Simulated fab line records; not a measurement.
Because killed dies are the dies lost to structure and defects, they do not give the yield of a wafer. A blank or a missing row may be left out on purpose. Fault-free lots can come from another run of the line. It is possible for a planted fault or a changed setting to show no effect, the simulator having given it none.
Matching of chambers    flow gf180mcu    3 sister chambers for GF_V2_CVD_02 on pecvd-03
The step deposits SiO2 from TEOS, target thk 850 nm, time 94.851 s. 20 wafers are shown with their chamber, then 10 later ones without.

## WAFERS WITH THEIR CHAMBER
wafer   chamber  heaterPowerW (W)  rfFwdPowerW (W)
L355.4  2        751               593.1
L355.5  1        658               594.8
L355.6  0        593               593.8
L356.4  2        669               594.9
L356.5  1        734               598.1
L356.6  0        549               595.1
L357.3  1        584               596.5
L357.5  0        560               599.3
L357.6  2        719               593.2
L359.1  1        591               595.9
L359.2  2        621               593.6
L359.3  0        557               593.6
L358.4  1        712               592.8
L358.5  0        598               599.1
L358.6  2        778               591.5
L369.1  0        508               596.9
L369.2  1        741               593.8
L369.4  0        556               594.7
L370.2  0        585               594.7
L370.4  0        619               596.6

SIGNATURES (averages over the wafers above)
reading       chamber 0  chamber 1  chamber 2  scatter within a chamber
heaterPowerW  569.44     670.00     707.60     53.9
rfFwdPowerW   595.978    595.317    593.260    1.89
Rule: for a wafer and a chamber, the distance is found by dividing, reading by reading, the gap between the wafer's reading and the chamber's mean by the reading's scatter, squaring, summing and taking the root. The wafer belongs to the nearest chamber; if the next one is less than 2 further off, it can't be placed. The scatter: take each reading less its chamber's mean, square it, sum over the shown wafers, divide by the number of wafers less the number of chambers, and take the root.

## WAFERS MISSING THEIR CHAMBER
wafer   heaterPowerW (W)  rfFwdPowerW (W)
L370.5  607               593.1
L372.1  596               598.0
L372.2  712               592.3
L372.6  747               592.6
L374.4  470               595.5
L374.5  702               598.5
L374.6  757               591.9
L377.2  602               591.6
L377.4  753               595.6
L377.6  470               595.4

## THE CHAMBER EACH PASSED THROUGH
wafer   from the rows above           in truth
L370.5  can't be placed: 1 or 0 or 2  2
L372.1  can't be placed: 0 or 1       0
L372.2  can't be placed: 2 or 1       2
L372.6  can't be placed: 2 or 1       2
L374.4  can't be placed: 0 or 1       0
L374.5  can't be placed: 1 or 2 or 0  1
L374.6  can't be placed: 2 or 1       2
L377.2  can't be placed: 2 or 1 or 0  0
L377.4  can't be placed: 2 or 1 or 0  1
L377.6  can't be placed: 0 or 1       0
Placed correctly: 0 of 10. Not placeable from these rows: 10 (in 10, the candidates include the true chamber). 0 placed wrongly.
